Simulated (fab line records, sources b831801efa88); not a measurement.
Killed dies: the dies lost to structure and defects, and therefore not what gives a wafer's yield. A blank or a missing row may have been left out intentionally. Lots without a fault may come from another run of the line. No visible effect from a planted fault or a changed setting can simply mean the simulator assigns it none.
A struck lot beside a sound one + flow sky130 + 16 out of 708 route steps
Sound: these wafers, L904.2, L904.4, L904.5. Wafers struck: L913.1, L913.4, L913.6. The cause is given at the end.
Per side, at each step with rows, come the tool, then ch with its chambers, and then its first start. Under that, the readings that differ: sound wafers + struck wafers + difference of the means + sigmas: that difference in standard deviations of wafers without a fault.
alike: a reading whose means differ by less than 2 such deviations, as well as words and numbers matching on both sides. not compared: withheld readings; readings where some wafer has no value; bounds like >300 that might hide an equal value; numbers whose values overlap and for which the record gives no deviation.
The two part at a step that has a row with sigmas, a row that says differs or no value, or rows on one side only. Numbers that have no deviation but don't overlap get no sigmas and don't part them. Lack of a reading on every wafer of one side parts them only where that side has two or more wafers.

first, 2 steps without rows for these wafers: SKY_VT_ADJUST_LVTN_PEB_16; SKY_VT_ADJUST_LVTN_DEVELOP_17 (develop time 60 s).
SKY_VT_ADJUST_LVTN_OVL_MEAS_18:
  sound: overlay-01 at day 9 06:58; struck: overlay-01 at day 12 02:58
  alike: VT_ADJUST_LVTN_01_OVL
then, 1 step without rows for these wafers: SKY_VT_ADJUST_LVTN_IMPLANT_19.
SKY_VT_ADJUST_LVTN_STRIP_20: strips in O2/N2.
  sound on plasma_asher-01 ch 0,1, day 9 07:09; struck on plasma_asher-03 ch 0, day 12 03:09
| reading                      | sound             | struck            | difference | sigmas |
|------------------------------|-------------------|-------------------|------------|--------|
| strip_time_to_endpoint_s (s) | 14.09 14.06 14.11 | 14.20 14.28 14.23 | +0.15      | +3     |
  alike: drypump_motor_current_A, oes_product_au
  not compared: rf_hours_counter_h
SKY_VT_ADJUST_LVTN_TW_MEAS_21:
  sound: film_metro-01 at day 9 07:16; struck: film_metro-04 at day 12 03:15
  alike: VT_ADJUST_LVTN_2_TW
then, 6 steps without rows for these wafers: SKY_VT_ADJUST_NCORE_DEHYDRATE_00 (time 60 s); SKY_VT_ADJUST_NCORE_HMDS_01 (prime time 60 s); SKY_VT_ADJUST_NCORE_COAT_02 (resist thk 1140 nm); SKY_VT_ADJUST_NCORE_SOFTBAKE_03 (time 60 s); SKY_VT_ADJUST_NCORE_EXPOSE_04 (exposes mask LVTN COMPLEMENT THIN, target cd 380 nm); SKY_VT_ADJUST_NCORE_PEB_05.
SKY_VT_ADJUST_NCORE_DEVELOP_06: develop time 60 s.
  sound on litho_track-01 ch 0, day 10 05:30; struck on litho_track-03 ch 0, day 13 03:58
SKY_VT_ADJUST_NCORE_CD_MEAS_07 targets a cd of 380 nm.
  sound: cd_sem-02 at day 10 05:38; struck: cd_sem-01 at day 13 04:24
| reading    | sound             | struck            | difference | sigmas |
|------------|-------------------|-------------------|------------|--------|
| cd_nm (nm) | 378.5 379.2 378.5 | 369.5 369.8 370.1 | -8.9       | -4     |
  not compared: hold
SKY_VT_ADJUST_NCORE_OVL_MEAS_08:
  sound: overlay-01 at day 10 05:45; struck: overlay-02 at day 13 07:29
| reading | sound | struck                                                                     | difference                   | sigmas |
|---------|-------|----------------------------------------------------------------------------|------------------------------|--------|
| hold    | - - - | await_dispo/3.0h/release await_dispo/3.0h/release await_dispo/3.0h/release | no value on the sound wafers |        |
  alike: VT_ADJUST_NCORE_OVL
then, 1 step without rows for these wafers: SKY_PAD_OPEN_PROBE_99.

## WHERE THEY PART
Last at SKY_VT_ADJUST_NCORE_OVL_MEAS_08 as far as this record goes, first at SKY_VT_ADJUST_LVTN_STRIP_20.

WHY: what had been put in by the simulator
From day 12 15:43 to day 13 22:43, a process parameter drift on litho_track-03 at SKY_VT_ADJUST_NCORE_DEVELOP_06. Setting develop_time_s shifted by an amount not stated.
